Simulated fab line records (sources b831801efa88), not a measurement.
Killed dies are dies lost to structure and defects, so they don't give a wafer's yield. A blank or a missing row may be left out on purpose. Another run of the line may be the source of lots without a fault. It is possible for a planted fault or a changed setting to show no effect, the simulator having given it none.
A struck lot beside a sound one    flow sky130    17 steps out of a route of 708
Sound: wafers L506.1, L506.5, L506.6. Wafers L499.4, L499.5, L499.6 were the ones struck. At the end, the cause is stated.
For every step that has rows: the tool of each side, followed by ch and its chambers, followed by its first start. Under that, the readings that differ: sound wafers    struck wafers    difference of the means    sigmas: that difference in standard deviations of wafers without a fault.
alike: readings with means less than 2 such deviations apart, plus words and numbers identical on both sides. not compared: withheld readings, readings lacking a value on some wafer, bounds such as >300 that could conceal the same value, and numbers that have no deviation in the record and whose values overlap.
Wherever a step has rows on one side only, a row that says differs or no value, or a row with sigmas, the two part there. When numbers do not overlap yet have no deviation, they are printed without sigmas and do not part them. A reading that every wafer of one side lacks parts them only if that side has two wafers or more.

first, 5 steps without rows for these wafers: SKY_SD_N_COAT_02 (resist thk 1140 nm); SKY_SD_N_SOFTBAKE_03 (time 60 s); SKY_SD_N_EXPOSE_04 (exposes mask NSDM, target cd 380 nm); SKY_SD_N_PEB_05; SKY_SD_N_DEVELOP_06 (develop time 60 s).
SKY_SD_N_CD_MEAS_07 targets a cd of 380 nm.
  struck on cdSem-01, day 30 23:15; sound on cdSem-01, day 33 09:23
  alike: cdNm
SKY_SD_N_OVL_MEAS_08:
  struck on overlay-02, day 30 23:20; sound on overlay-02, day 33 09:30
  alike: SD_N_OVL
then, 2 steps without rows for these wafers: SKY_SD_N_IMPLANT_09; SKY_SD_N_IMPLANT_10.
SKY_SD_N_STRIP_11: strips in O2/N2.
  sound on plasmaAsher-02 ch 0,1, day 33 09:50; struck on plasmaAsher-04 ch 0,1, day 30 23:41
reading                   sound              struck             difference  sigmas
stripTimeToEndpointS (s)  22.44 22.51 22.47  22.57 22.60 22.58  +0.11       +2
  alike: drypumpMotorCurrentA, n2FlowSccm, oesProductAu
  not compared: rfHoursCounterH
SKY_SD_N_TW_MEAS_12:
  struck on filmMetro-02, day 30 23:47; sound on filmMetro-02, day 33 09:56
  alike: SD_N_TW
then, 1 step without rows for these wafers: SKY_SD_N_CLEAN_13 (cleans in SC1/SC2, time 150 s).
SKY_SD_N_RTA_14: time 2 s.
  sound on rtpAnneal-02 ch 0, day 33 10:02; struck on rtpAnneal-01 ch 0, day 30 23:53
reading           sound              struck             difference  sigmas
lampPowerPct (%)  15.67 15.78 15.77  14.67 14.54 14.57  -1.15       -19
  alike: wafer_temp_C_max
SKY_SD_N_RS_MEAS_16: the measuring method here is four-point-probe.
  struck on filmMetro-01, day 31 00:05; sound on filmMetro-02, day 33 10:13
reading           sound              struck             difference  sigmas
SD_N_RS (ohm/sq)  68.51 68.49 68.46  73.86 74.05 74.06  +5.50       +50
SKY_SD_N_RS_MEAS_17: the measuring method here is four-point-probe.
  struck on filmMetro-01, day 31 00:13; sound on filmMetro-02, day 33 10:20
reading           sound              struck             difference  sigmas
SD_P_RS (ohm/sq)  146.8 146.8 146.3  179.6 180.7 179.9  +33.4       +93
SKY_SD_N_RS_MEAS_18: the measuring method here is four-point-probe.
  struck on filmMetro-01, day 31 00:20; sound on filmMetro-02, day 33 10:28
reading                sound              struck             difference  sigmas
RES_XHIGH_RS (ohm/sq)  332.4 332.4 331.8  337.1 335.0 336.0  +3.8        +3
-- here the record skips 17 days between the struck wafers' starts before and after, leaving off in module SD_N and picking up in module PAD_OPEN (first step shown: number 708 of the route) --
SKY_PAD_OPEN_PROBE_99:
  struck on prober-01, day 48 00:39; sound on prober-02, day 49 17:16
reading                             sound              struck             difference  sigmas
model.etest.resXhighPo.lineOhmUm    5833 5926 5702     7994 8169 8618     +2440       
model.etest.resXhighPo.rsOhmSq      2016 2083 1954     2808 2837 3010     +867        
model.etest.tipP.rsOhmSq            6723 6755 6734     7475 7475 7461     +733        
model.etest.pfet_01v8.rOnOhmUm      2858 2902 2827     3480 3356 3380     +543        
model.etest.resPdiff.lineOhmUm      1418 1413 1368     1719 1688 1686     +298        
model.etest.resHighPo.lineOhmUm     760.3 755.2 747.3  1001 1014 1035     +262        
model.etest.liconHighPo.rcOhm       353.6 362.8 361.5  558.5 567.6 576.1  +208.1      
model.etest.pfetG5v0d10v5.rOnOhmUm  4726 4737 4643     5105 4966 4978     +314        
  alike: killed_at_M0_to_M3, killed_at_M4_up, killedAtContacts, killedAtFrontEnd, killedAtOther, killedDies, killedOpen, killedShort

== WHERE THEY PART ==
At SKY_SD_N_STRIP_11 first; at SKY_SD_N_RS_MEAS_18 last (within this record only). Later steps at which nothing parts them and some readings are alike: SKY_PAD_OPEN_PROBE_99.

WHY: whatever the simulator had introduced
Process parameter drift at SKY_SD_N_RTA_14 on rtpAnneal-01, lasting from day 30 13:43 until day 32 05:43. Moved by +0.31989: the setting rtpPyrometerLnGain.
